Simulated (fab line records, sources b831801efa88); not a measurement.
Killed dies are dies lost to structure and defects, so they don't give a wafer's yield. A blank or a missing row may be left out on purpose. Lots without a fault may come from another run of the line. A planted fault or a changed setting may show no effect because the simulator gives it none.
A struck lot beside a sound one | flow gf180mcu | 20 steps out of a route of 602
Sound: wafers L775.1, L775.2, L775.4. Struck: wafers L782.1, L782.4, L782.5. The cause comes at the end.
At each step with rows: each side's tool, then ch and its chambers, then its first start. Under that, the readings that differ: sound wafers | struck wafers | difference of the means | sigmas: that difference in standard deviations of wafers without a fault.
alike: readings whose means differ by less than 2 such deviations, and words and numbers that are the same on both sides. not compared: withheld readings, readings that some wafer has no value for, bounds like >300 that may hide the same value, and numbers for which the record gives no deviation and whose values overlap.
The two part at a step that has a row with sigmas, a row that says differs or no value, or rows on one side only. Numbers that don't overlap but have no deviation are shown without sigmas and don't part them. A reading that every wafer of one side lacks parts them only if that side has two wafers or more.

first, 3 steps without rows for these wafers: GF_MVPSD_EXPOSE_04 (exposes mask MVPSD, target cd 1000 nm); GF_MVPSD_PEB_05; GF_MVPSD_DEVELOP_06 (develop time 60 s).
GF_MVPSD_OVL_MEAS_07:
  sound on overlay-01, day 4 22:43; struck on overlay-01, day 6 17:07
  alike: MVPSD_OVL
then, 2 steps without rows for these wafers: GF_MVPSD_IMPLANT_08; GF_MVPSD_IMPLANT_09.
GF_MVPSD_STRIP_10: strips in O2/N2.
  sound on plasma_asher-01 ch 0,1, day 4 23:03; struck on plasma_asher-01 ch 0,1, day 6 17:27
  alike: drypump_motor_current_A, heater_power_w, oes_product_au, strip_time_to_endpoint_s
  not compared: rf_hours_counter_h
GF_MVPSD_TW_MEAS_11:
  sound on film_metro-03, day 4 23:09; struck on film_metro-01, day 6 17:33
  alike: MVPSD_TW
then, 4 steps without rows for these wafers: GF_VT_IMPLANT_DEHYDRATE_00 (time 60 s); GF_VT_IMPLANT_HMDS_01 (prime time 60 s); GF_VT_IMPLANT_COAT_02 (resist thk 1000 nm); GF_VT_IMPLANT_SOFTBAKE_03 (time 60 s).
GF_VT_IMPLANT_EXPOSE_04: exposes mask LVPWELL LV AREA, target cd 600 nm.
  sound on iline_stepper-01 ch 0, day 5 06:23; struck on iline_stepper-01 ch 0, day 7 01:11
  reading | sound                                                 | struck                                          | difference | sigmas
  mask    | LVPWELL_LV_AREA#0 LVPWELL_LV_AREA#0 LVPWELL_LV_AREA#0 | Nwell_LV_AREA#0 Nwell_LV_AREA#0 Nwell_LV_AREA#0 | differs    |
then, 2 steps without rows for these wafers: GF_VT_IMPLANT_PEB_05; GF_VT_IMPLANT_DEVELOP_06 (develop time 60 s).
GF_VT_IMPLANT_OVL_MEAS_07:
  sound on overlay-01, day 5 13:30; struck on overlay-01, day 7 08:40
  reading             | sound         | struck | difference                    | sigmas
  VT_IMPLANT_OVL (nm) | -0.7 0.2 -0.1 | - - -  | no value on the struck wafers |
then, 1 step without rows for these wafers: GF_VT_IMPLANT_IMPLANT_08.
GF_VT_IMPLANT_STRIP_09: strips in O2/N2.
  sound on plasma_asher-04 ch 0,1, day 5 13:41; struck on plasma_asher-04 ch 1, day 7 08:50
  alike: drypump_motor_current_A, heater_power_w, oes_product_au, strip_time_to_endpoint_s
  not compared: rf_hours_counter_h
GF_VT_IMPLANT_TW_MEAS_10:
  sound on film_metro-01, day 5 13:47; struck on film_metro-04, day 7 09:11
  reading       | sound       | struck   | difference | sigmas
  VT_IMPLANT_TW | 562 562 563 | 30 30 30 | -532       | -99 or more
  not compared: hold
then, 1 step without rows for these wafers: GF_PASSIVATION_PROBE_99.

WHERE THEY PART
First at GF_VT_IMPLANT_EXPOSE_04; last, within this record, at GF_VT_IMPLANT_TW_MEAS_10.

WHY: what the simulator had put in
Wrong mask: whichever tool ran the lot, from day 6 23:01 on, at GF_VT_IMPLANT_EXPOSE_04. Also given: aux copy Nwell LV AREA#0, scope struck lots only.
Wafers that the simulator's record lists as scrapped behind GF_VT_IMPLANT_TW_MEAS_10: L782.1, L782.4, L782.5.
